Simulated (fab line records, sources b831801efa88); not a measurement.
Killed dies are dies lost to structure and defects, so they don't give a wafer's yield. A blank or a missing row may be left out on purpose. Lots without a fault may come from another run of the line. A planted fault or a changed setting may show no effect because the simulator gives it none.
Which tool did it? | flow sky130 | 14 lots, 42 wafers sampled, at 5 steps of a route of 708

WHAT THE GAUGES READ, wafer by wafer
SKY_POLY_GATE_OVL_MEAS_14.
lot  | measured     | on         | POLY_GATE_OVL (nm)
L870 | day 17 20:43 | overlay-01 | 0 0 4
L873 | day 17 21:10 | overlay-02 | 6 1 3
L871 | day 17 21:31 | overlay-01 | 1 5 1
L872 | day 17 22:08 | overlay-01 | 4 2 8
L875 | day 17 22:14 | overlay-01 | 11 9 2
L877 | day 19 03:58 | overlay-02 | -7 3 -9
L878 | day 19 11:25 | overlay-01 | 2 0 -3
L879 | day 19 17:01 | overlay-02 | 9 0 -1
L881 | day 20 05:17 | overlay-01 | 4 5 4
L880 | day 20 07:25 | overlay-01 | -2 -3 -1
L883 | day 21 01:22 | overlay-02 | -7 -14 -2
L884 | day 21 08:19 | overlay-02 | -2 7 2
L885 | day 21 17:44 | overlay-01 | -3 -3 -3
L886 | day 22 13:07 | overlay-02 | 4 -2 4

SKY_LDD_P_OVL_MEAS_08.
lot  | measured     | on         | LDD_P_OVL (nm)
L870 | day 20 11:46 | overlay-01 | 0.4 1.5 1.9
L873 | day 20 13:28 | overlay-02 | -0.8 -0.5 1.0
L871 | day 20 14:34 | overlay-01 | 0.6 -0.6 0.4
L872 | day 20 14:52 | overlay-02 | -0.6 0.6 -0.5
L875 | day 20 14:52 | overlay-01 | 0.0 -0.7 -0.1
L877 | day 21 20:07 | overlay-01 | 1.5 3.0 0.1
L878 | day 22 03:49 | overlay-01 | 0.3 -0.7 -0.8
L879 | day 22 09:04 | overlay-02 | 0.8 -1.1 1.8
L881 | day 22 20:59 | overlay-02 | 1.3 -1.1 -0.9
L880 | day 22 23:28 | overlay-01 | -0.6 1.0 1.7
L883 | day 23 17:40 | overlay-01 | 0.4 -0.7 0.9
L884 | day 23 23:13 | overlay-01 | -1.7 -1.0 -2.0
L885 | day 24 08:41 | overlay-01 | -1.8 -0.7 -0.2
L886 | day 25 04:31 | overlay-01 | -1.2 0.2 0.6

SKY_LDD_HVP_OVL_MEAS_07.
lot  | measured     | on         | LDD_HVP_OVL (nm)
L870 | day 23 00:09 | overlay-01 | -1.1 0.2 1.5
L873 | day 23 03:21 | overlay-02 | -2.4 0.8 -0.1
L871 | day 23 03:30 | overlay-01 | -0.7 -2.3 -1.8
L872 | day 23 03:48 | overlay-01 | 0.8 -0.6 -0.5
L875 | day 23 04:36 | overlay-02 | 0.6 0.2 -0.2
L877 | day 24 08:25 | overlay-02 | 0.3 1.0 0.4
L878 | day 24 15:11 | overlay-01 | -2.9 -0.7 -2.2
L879 | day 24 20:51 | overlay-01 | -1.5 -1.1 -2.4
L881 | day 25 08:54 | overlay-01 | 1.1 -0.4 0.9
L880 | day 25 11:31 | overlay-02 | -1.2 -1.1 -2.8
L883 | day 26 03:26 | overlay-01 | -2.4 -2.6 -1.2
L884 | day 26 10:38 | overlay-02 | -1.8 -1.4 -0.2
L885 | day 26 19:28 | overlay-01 | -0.3 -1.3 -2.9
L886 | day 27 14:36 | overlay-02 | -0.8 -1.1 -0.2

WHICH TOOL RAN EACH LOT (tool, then ch and the chambers of the sampled wafers, then the start)
lot  | SKY_LDD_N_IMPLANT_10            | SKY_LDD_N_STRIP_16
L870 | implanter-01 ch 0, day 19 04:24 | plasma_asher-01 ch 0,1, day 19 05:17
L873 | implanter-02 ch 0, day 19 05:26 | plasma_asher-04 ch 0,1, day 19 06:20
L871 | implanter-01 ch 0, day 19 06:04 | plasma_asher-03 ch 1, day 19 06:56
L872 | implanter-04 ch 0, day 19 06:43 | plasma_asher-01 ch 0,1, day 19 07:35
L875 | implanter-02 ch 0, day 19 06:59 | plasma_asher-04 ch 0,1, day 19 07:53
L877 | implanter-02 ch 0, day 20 12:39 | plasma_asher-03 ch 0,1, day 20 13:32
L878 | implanter-01 ch 0, day 20 20:29 | plasma_asher-01 ch 0,1, day 20 21:23
L879 | implanter-01 ch 0, day 21 01:29 | plasma_asher-01 ch 0,1, day 21 02:23
L881 | implanter-04 ch 0, day 21 14:27 | plasma_asher-04 ch 0,1, day 21 15:20
L880 | implanter-02 ch 0, day 21 16:18 | plasma_asher-03 ch 0,1, day 21 17:11
L883 | implanter-01 ch 0, day 22 10:23 | plasma_asher-01 ch 0,1, day 22 11:17
L884 | implanter-02 ch 0, day 22 16:17 | plasma_asher-03 ch 0,1, day 22 17:11
L885 | implanter-01 ch 0, day 23 02:02 | plasma_asher-03 ch 0,1, day 23 02:55
L886 | implanter-01 ch 0, day 23 21:47 | plasma_asher-03 ch 0,1, day 23 22:41
- SKY_LDD_N_IMPLANT_10
- SKY_LDD_N_STRIP_16: strips in O2/N2.

WHAT THE TOOLS THEMSELVES READ (means of the sampled wafers that have a number; where no wafer has one, the mark that the record gives instead)
SKY_LDD_N_STRIP_16.
lot  | tool            | chamber_pressure_mTorr (mTorr) | drypump_motor_current_A (A) | oes_product_au (a.u.) | strip_time_to_endpoint_s (s)
L870 | plasma_asher-01 | 1498.8                         | 5.7                         | 0.408                 | 4.315
L873 | plasma_asher-04 | 1500.3                         | 6.0                         | 0.407                 | 4.306
L871 | plasma_asher-03 | 1499.4                         | 5.3                         | 0.406                 | 4.305
L872 | plasma_asher-01 | 1499.5                         | 5.8                         | 0.404                 | 4.323
L875 | plasma_asher-04 | 1500.6                         | 6.0                         | 0.405                 | 4.309
L877 | plasma_asher-03 | 1500.0                         | 5.6                         | 0.405                 | 4.309
L878 | plasma_asher-01 | 1499.6                         | 6.0                         | 0.406                 | 4.305
L879 | plasma_asher-01 | 1499.4                         | 5.9                         | 0.411                 | 4.322
L881 | plasma_asher-04 | 1499.8                         | 6.0                         | 0.408                 | 4.318
L880 | plasma_asher-03 | 1500.0                         | 5.6                         | 0.406                 | 4.315
L883 | plasma_asher-01 | 1501.2                         | 5.9                         | 0.408                 | 4.233
L884 | plasma_asher-03 | 1499.4                         | 5.5                         | 0.412                 | 4.238
L885 | plasma_asher-03 | 1500.9                         | 5.5                         | 0.411                 | 4.227
L886 | plasma_asher-03 | 1499.6                         | 5.6                         | 0.408                 | 4.234

THE ANSWER, worked out from the rows above alone
Rule: what is usual is taken from the lots themselves. Put in order of their means at a reading, lots are off if they are a third of the lots or fewer, leave a main group of 4 or more, and stand apart from it by a gap of 3 or more times the standard deviation of the main group's means; of several such gaps the widest counts. A main group whose means are all the same, to the digits that the tables above print for the reading, isn't used. A lot without any number at a reading at which 4 lots or more have one is off too. The other lots that the step has rows for count as sound. The gauges are gone through in route order, then the tools' own readings, and for those a lot's mean is taken as printed above. The first step at which some lot is off is used, and at that step the reading that is off furthest; a lot without a number counts as furthest.
Off: L883, L884, L885, L886, at SKY_LDD_N_STRIP_16 (strip_time_to_endpoint_s). The main group: mean 4.313 s, standard deviation 0.0065.
A tool fits if, at that step or a process step before it, it ran every lot that is off, and no sound lot after the first of them. None of those tried fits.

WHAT THE SIMULATOR HAD PUT IN
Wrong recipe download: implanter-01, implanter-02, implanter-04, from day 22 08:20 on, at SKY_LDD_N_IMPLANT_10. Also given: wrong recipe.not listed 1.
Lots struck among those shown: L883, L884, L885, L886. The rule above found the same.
